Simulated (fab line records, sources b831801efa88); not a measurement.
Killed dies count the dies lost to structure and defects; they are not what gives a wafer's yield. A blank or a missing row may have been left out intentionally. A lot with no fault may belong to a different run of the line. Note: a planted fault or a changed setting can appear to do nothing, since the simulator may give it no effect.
Code-filled problem report in 8D (eight disciplines) form ; flow sky130 ; the parts of the form that need people (team, actions taken, sign-off) are left out

1. WHAT IS WRONG
Mean of overpolish run s at SKY_VIA4_CMP_21: 0.042 s across 3 wafers in 3 lots; on wafers with no fault it is 25.000 s (standard deviation 0.0099). That is -99 or more standard deviations from the usual mean.
The step: polishes, stops on SiO2, t overpolish 25 s, target thk 0 nm.
Seen first at day 44 14:32 on cmp-01, wafer L743.4. Wafers with a number at this step in the record: 40, from 14 lots. By rule, "out" or "out of limits" means more than 4 standard deviations away from the usual mean. All remaining wafers that have a number are taken as sound.

2. WHAT THIS IS AND IS NOT
question;is;is not
which readings at this step;overpolish run s, time to endpoint s;motor current A, platen rpm
which lots;L743, L744, L745;L738, L739, L742, L753, L754, L755, L756, L757, L759, L760, L761
which wafers of those lots;L743.4, L744.1, L745.4;L743.6, L744.6, L745.2, L745.6
read on which tools;cmp-01;cmp-02
when;from day 44 14:32;"up to then (10 sound wafers); but 27 sound wafers of L744, L745, L753, L754, L755, L756, L757, L759, L760, L761 came after"

3. WHAT RULES OUT EACH SUSPECT
Counting: any tool at a process step up to the reading remains a suspect provided it ran every lot that is out. Sound lots after the first of them don't rule it out here, since some wafers of a struck lot are sound.
- cmp-01 at SKY_VIA4_CMP_21 (polishes, stops on SiO2, t overpolish 25 s, target thk 0 nm): kept. Every lot that is out went through it, the first being L743 (day 44 14:32); the last sound lot it ran before that was L742 (day 44 07:16). Its own overpolish run s, time to endpoint s readings are out on those wafers.
- Within cmp-01 at SKY_VIA4_CMP_21: the wafers that are out ran in chambers 1, 3; their sound lot-mates ran in chamber 2.
Remaining after the count: cmp-01 at SKY_VIA4_CMP_21.

4. THE CAUSE (what the simulator had put in)
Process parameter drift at SKY_VIA4_CMP_21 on cmp-01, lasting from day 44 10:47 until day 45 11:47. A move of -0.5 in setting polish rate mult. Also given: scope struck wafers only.
This tool alone remained once counting was done.

5. THE CHAIN OF EFFECTS, in route order
One row per reading whose mean, taken over the struck wafers that have a number, lies over 3 standard deviations from the usual. Only readings whose record carries a usual standard deviation are examined. hours: median over the lots of the time between each lot's start at the first step of this table that gives one and its start at this step. sigmas: the change, counted in usual standard deviations.
hours;step;reading;usual;on struck wafers;change;sigmas
0;SKY_VIA4_CMP_21;overpolish run s;25.000 s;0.042;-24.958;-99 or more
0;SKY_VIA4_CMP_21;time to endpoint s;125 s;189;+64;+8.9
68;SKY_PAD_OPEN_PROBE_99;defect limited yield;82.4 %;0.0;-82.4;-41
68;SKY_PAD_OPEN_PROBE_99;killed_at_M4_up;3.2;420.0;+416.8;+99 or more
68;SKY_PAD_OPEN_PROBE_99;killed dies;87;492;+405;+41
68;SKY_PAD_OPEN_PROBE_99;killed on rim;17;96;+79;+21
68;SKY_PAD_OPEN_PROBE_99;sort_bin_3_pad_short;0.9 %;85.5;+84.6;+99 or more
68;SKY_PAD_OPEN_PROBE_99;sort n pass;405;0;-405;-41
68;SKY_PAD_OPEN_PROBE_99;sort yield pct;82.4 %;0.0;-82.4;-41
Process steps it contains:
- SKY_VIA4_CMP_21: polishes, stops on SiO2, t overpolish 25 s, target thk 0 nm.
- SKY_PAD_OPEN_PROBE_99

6. HOW IT WOULD HAVE BEEN CAUGHT EARLIER
In this record no reading fell out of limits until day 44 14:32, 4 hours after the fault had begun at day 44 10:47.
